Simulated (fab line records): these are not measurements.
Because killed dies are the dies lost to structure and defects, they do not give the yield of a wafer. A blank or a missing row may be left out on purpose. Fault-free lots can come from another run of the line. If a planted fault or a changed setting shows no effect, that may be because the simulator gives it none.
One fault seen from 2 desks | flow sky130 | every desk sees just its own numbers, and what lay behind them comes last

== THE METROLOGY DESK ==
What the gauges read, lot by lot, whatever tool the lot ran on: means of the sampled wafers that have a number. If a lot's mean is further than 4 standard deviations from the usual mean, the lot is out of limits and carries the mark OUT (the distance appears in the brackets).
Columns: A = SONOS_ONO_CVD_02_THK at SKY_SONOS_ONO_THK_MEAS_03, usual 10.50 nm; B = SONOS_ONO_CVD_04_THK at SKY_SONOS_ONO_THK_MEAS_05, usual 5.81 nm; C = cd nm at SKY_SONOS_ONO_CD_MEAS_13, usual 410.9 nm; D = SONOS_ONO_OVL at SKY_SONOS_ONO_OVL_MEAS_14, usual 0.4 nm
lot  | first seen here | A     | B    | C     | D
L807 | day 11 15:12    | 10.53 | 5.64 | 413.6 | -0.2
L811 | day 12 23:56    | 10.57 | 5.84 | 410.2 | -0.5
L823 | day 16 22:53    | 10.52 | 5.97 | 409.9 | -1.3
L825 | day 17 23:35    | 10.60 | 5.85 | 413.5 | -0.7
L827 | day 18 11:03    | 10.40 | 5.68 | 412.5 | 1.8
Result from this desk: across the 5 lots, nothing is out of limits.

== THE TOOL OWNER'S DESK: rie diel-01 ==
The tool's own readings at SKY_SONOS_ONO_ETCH_15 (etches the open film in CHF3/O2, target depth 19.52 nm, time 7.8 s): means of the sampled wafers that have a number, for each lot that ran on this tool. If a lot's mean is further than 4 standard deviations from the usual mean, the lot is out of limits and carries the mark OUT (the distance appears in the brackets).
Columns: A = bias w at SKY_SONOS_ONO_ETCH_15, usual 200.0 W; B = drypump motor current A at SKY_SONOS_ONO_ETCH_15, usual 5.88 A; C = oes product au at SKY_SONOS_ONO_ETCH_15, usual 1.003 a.u.; D = rf fwd power W at SKY_SONOS_ONO_ETCH_15, usual 589 W; E = throttle valve pct at SKY_SONOS_ONO_ETCH_15, usual 8.825 %
lot  | first seen here | A     | B    | C     | D             | E
L811 | day 14 03:40    | 199.9 | 6.10 | 0.994 | 586           | 8.824
L823 | day 18 05:25    | 199.7 | 5.73 | 1.023 | 623 (+11) OUT | 8.819
Finding of this desk: L823 out of limits; the first was L823 at day 18 05:25, on rf fwd power W at SKY_SONOS_ONO_ETCH_15. Within limits: L811.

== ALL TOGETHER ==
An alarm could have come from the tool owner's desk at day 18 05:25, on L823.
From the metrology desk's view, nothing was out of limits.
The metrology desk has L823 on record, within its limits.
All the named lots went through SKY_SONOS_ONO_ETCH_15 on rie diel-01.

== WHAT THE SIMULATOR HAD PUT IN ==
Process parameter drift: rie diel-01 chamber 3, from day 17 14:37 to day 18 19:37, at SKY_SONOS_ONO_ETCH_15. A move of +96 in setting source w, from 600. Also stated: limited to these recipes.
Shown lots that were struck: L823.
How many hours passed from the start of the fault until each desk's first out-of-limits reading: the tool owner's desk, 15.
